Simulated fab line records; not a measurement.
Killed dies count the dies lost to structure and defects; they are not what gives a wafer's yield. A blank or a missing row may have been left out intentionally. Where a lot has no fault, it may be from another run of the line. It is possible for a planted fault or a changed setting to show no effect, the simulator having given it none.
A lot that was struck, set against a sound lot	flow sky130	18 out of 708 route steps
Sound: these wafers, L551.1, L551.5, L551.6. Struck: wafer L554.6. (L554.3, L554.5 of the same lot were not struck and are left out.) The cause comes at the end.
Per side, at each step with rows, come the tool, then ch with its chambers, and then its first start. Under that, the readings that differ: sound wafers	struck wafers	difference of the means	sigmas: that difference in standard deviations of wafers without a fault.
alike: readings whose means differ by less than 2 such deviations, and words and numbers that are the same on both sides. not compared: withheld readings, readings that some wafer has no value for, bounds like >300 that may hide the same value, and numbers for which the record gives no deviation and whose values overlap.
A row with sigmas, a row that says differs or no value, or rows on one side alone: a step with any of these is where the two part. When numbers do not overlap yet have no deviation, they are printed without sigmas and do not part them. Lack of a reading on every wafer of one side parts them only where that side has two or more wafers.

first, 4 steps without rows for these wafers: SKY_LDD_N_IMPLANT_12; SKY_LDD_N_IMPLANT_13; SKY_LDD_N_IMPLANT_14; SKY_LDD_N_IMPLANT_15.
SKY_LDD_N_STRIP_16: strips in O2/N2.
  sound on plasmaAsher-03 ch 0,1, day 18 07:07; struck on plasmaAsher-03 ch 1, day 20 05:50
reading	sound	struck	difference	sigmas
stripTimeToEndpointS (s)	4.296 4.306 4.283	4.349	+0.054	+3
  alike: drypumpMotorCurrentA, oesProductAu
  not compared: rfHoursCounterH
SKY_LDD_N_TW_MEAS_17:
  sound on filmMetro-02 at day 18 07:13; struck on filmMetro-04 at day 20 05:55
  alike: LDD_N_TW
then, 6 steps without rows for these wafers: SKY_LDD_P_DEHYDRATE_00 (time 60 s); SKY_LDD_P_HMDS_01 (prime time 60 s); SKY_LDD_P_COAT_02 (resist thk 1140 nm); SKY_LDD_P_SOFTBAKE_03 (time 60 s); SKY_LDD_P_EXPOSE_04 (exposes mask PSDM, target cd 380 nm); SKY_LDD_P_PEB_05.
SKY_LDD_P_DEVELOP_06: develop time 60 s.
  sound on lithoTrack-02 ch 0, day 19 14:01; struck on lithoTrack-02 ch 0, day 21 11:37
SKY_LDD_P_OVL_MEAS_08:
  sound on overlay-02 at day 19 14:17; struck on overlay-01 at day 21 11:51
reading	sound	struck	difference	sigmas
LDD_P_OVL (nm)	-0.1 2.5 0.1	-4.2	-5.0	-3
next, for these wafers, 1 step has no rows: SKY_LDD_P_IMPLANT_09.
SKY_LDD_P_STRIP_10: strips in O2/N2.
  sound on plasmaAsher-04 ch 0,1, day 19 15:21; struck on plasmaAsher-03 ch 0, day 21 12:04
reading	sound	struck	difference	sigmas
drypumpMotorCurrentA (A)	6.7 6.6 6.7	4.9	-1.8	-2
  alike: oesProductAu, stripTimeToEndpointS
  not compared: rfHoursCounterH
SKY_LDD_P_TW_MEAS_11:
  sound on filmMetro-01 at day 19 15:27; struck on filmMetro-04 at day 21 12:09
reading	sound	struck	difference	sigmas
LDD_P_TW	635 630 632	327	-305	-66
then, 1 step without rows for these wafers: SKY_LDD_HVN_DEHYDRATE_00 (time 60 s).

## WHERE THEY PART
Earliest at SKY_LDD_N_STRIP_16; latest, in this record, at SKY_LDD_P_TW_MEAS_11.

WHY: whatever the simulator had introduced
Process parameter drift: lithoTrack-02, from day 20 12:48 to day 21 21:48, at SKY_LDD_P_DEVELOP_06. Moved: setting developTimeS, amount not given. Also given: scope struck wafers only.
